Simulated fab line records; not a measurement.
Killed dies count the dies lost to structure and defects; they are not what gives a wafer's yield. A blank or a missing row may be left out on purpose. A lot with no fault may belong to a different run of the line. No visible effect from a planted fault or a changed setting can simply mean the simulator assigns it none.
A struck lot beside a sound one | flow sky130 | 17 steps out of a route of 708
Sound: wafers L557.1, L557.4, L557.6. Wafers struck: L566.1, L566.2, L566.6. The cause is named last.
At each step with rows: each side's tool, then ch and its chambers, then its first start. Under that, the readings that differ: sound wafers | struck wafers | difference of the means | sigmas: that difference in standard deviations of wafers without a fault.
alike: words and numbers the same on both sides, and readings whose means are apart by under 2 such deviations; not compared: readings that were withheld, readings missing a value for some wafer, numbers with overlapping values and no deviation given by the record, and bounds like >300 which may hide the same value.
Wherever a step has rows on one side only, a row that says differs or no value, or a row with sigmas, the two part there. Numbers that don't overlap but have no deviation are shown without sigmas and don't part them. A reading that every wafer of one side lacks parts them only if that side has two wafers or more.

first, 1 step without rows for these wafers: SKY_NWELL_IMPLANT_24.
SKY_NWELL_STRIP_25: strips in O2/N2.
  sound on plasmaAsher-04 ch 0,1, day 5 14:49; struck on plasmaAsher-02 ch 0,1, day 8 00:43
  alike: drypumpMotorCurrentA, oesProductAu, stripTimeToEndpointS
  not compared: rfHoursCounterH
SKY_NWELL_TW_MEAS_26:
  sound: filmMetro-04 at day 5 14:55; struck: filmMetro-03 at day 8 00:49
  alike: NWELL_2_TW
then, 1 step without rows for these wafers: SKY_NWELL_CLEAN_27 (cleans in SC1/SC2, time 150 s).
SKY_NWELL_RTA_28: time 30 s.
  sound on rtpAnneal-01 ch 0, day 5 15:02; struck on rtpAnneal-01 ch 0, day 8 00:55
  alike: lampPowerPct, wafer_temp_C_max
SKY_NWELL_RS_MEAS_29: measurement is done with a four-point probe.
  sound: filmMetro-03 at day 5 15:08; struck: filmMetro-03 at day 8 01:01
  alike: NWELL_RS
SKY_NWELL_RS_MEAS_31: measurement is done with a four-point probe.
  sound: filmMetro-03 at day 5 15:22; struck: filmMetro-03 at day 8 01:16
  alike: PWDE_RS
then, 4 steps without rows for these wafers: SKY_VT_ADJUST_HVTP_DEHYDRATE_00 (time 60 s); SKY_VT_ADJUST_HVTP_HMDS_01 (prime time 60 s); SKY_VT_ADJUST_HVTP_COAT_02 (resist thk 1140 nm); SKY_VT_ADJUST_HVTP_SOFTBAKE_03 (time 60 s).
SKY_VT_ADJUST_HVTP_EXPOSE_04: exposes mask HVTPM, target cd 380 nm.
  sound on ilineStepper-02 ch 0, day 6 00:35; struck on ilineStepper-02 ch 0, day 8 11:53
reading                              | sound                | struck            | difference | sigmas
model.VT_ADJUST_HVTP.overlayXNm (nm) | -1.185 -1.185 -1.185 | 43.08 43.08 43.08 | +44.27     | 
  alike: mask
then, 2 steps without rows for these wafers: SKY_VT_ADJUST_HVTP_PEB_05; SKY_VT_ADJUST_HVTP_DEVELOP_06 (develop time 60 s).
SKY_VT_ADJUST_HVTP_CD_MEAS_07: the cd target is 380 nm.
  sound: cdSem-02 at day 6 10:02; struck: cdSem-02 at day 8 21:49
  alike: cdNm
SKY_VT_ADJUST_HVTP_OVL_MEAS_08:
  sound: overlay-01 at day 6 10:09; struck: overlay-01 at day 8 22:08
reading                 | sound          | struck         | difference | sigmas
VT_ADJUST_HVTP_OVL (nm) | -2.8 -4.3 -3.8 | 41.0 42.6 41.5 | +45.3      | +28
  not compared: hold
-- here the record skips 40 days between the struck wafers' starts before and after, leaving off in module VT_ADJUST_HVTP and picking up in module PAD_OPEN (first step shown: number 708 of the route) --
SKY_PAD_OPEN_PROBE_99:
  sound: prober-02 at day 45 23:26; struck: prober-01 at day 48 10:53
  alike: killed_at_M0_to_M3, killed_at_M4_up, killedAtContacts, killedAtFrontEnd, killedAtOther, killedDies, killedOnRim, killedOpen, killedShort
  not compared: model.etest.sramPfetLatch.driveUaUm, model.etest.sramPfetLatch.offLog10AUm, model.etest.sramPfetLatch.vtSatV, model.etest.sramPfetLatch.vtV

## WHERE THEY PART
Within this record, at SKY_VT_ADJUST_HVTP_OVL_MEAS_08 only. Later steps at which nothing parts them and some readings are alike: SKY_PAD_OPEN_PROBE_99.

WHY: whatever the simulator had introduced
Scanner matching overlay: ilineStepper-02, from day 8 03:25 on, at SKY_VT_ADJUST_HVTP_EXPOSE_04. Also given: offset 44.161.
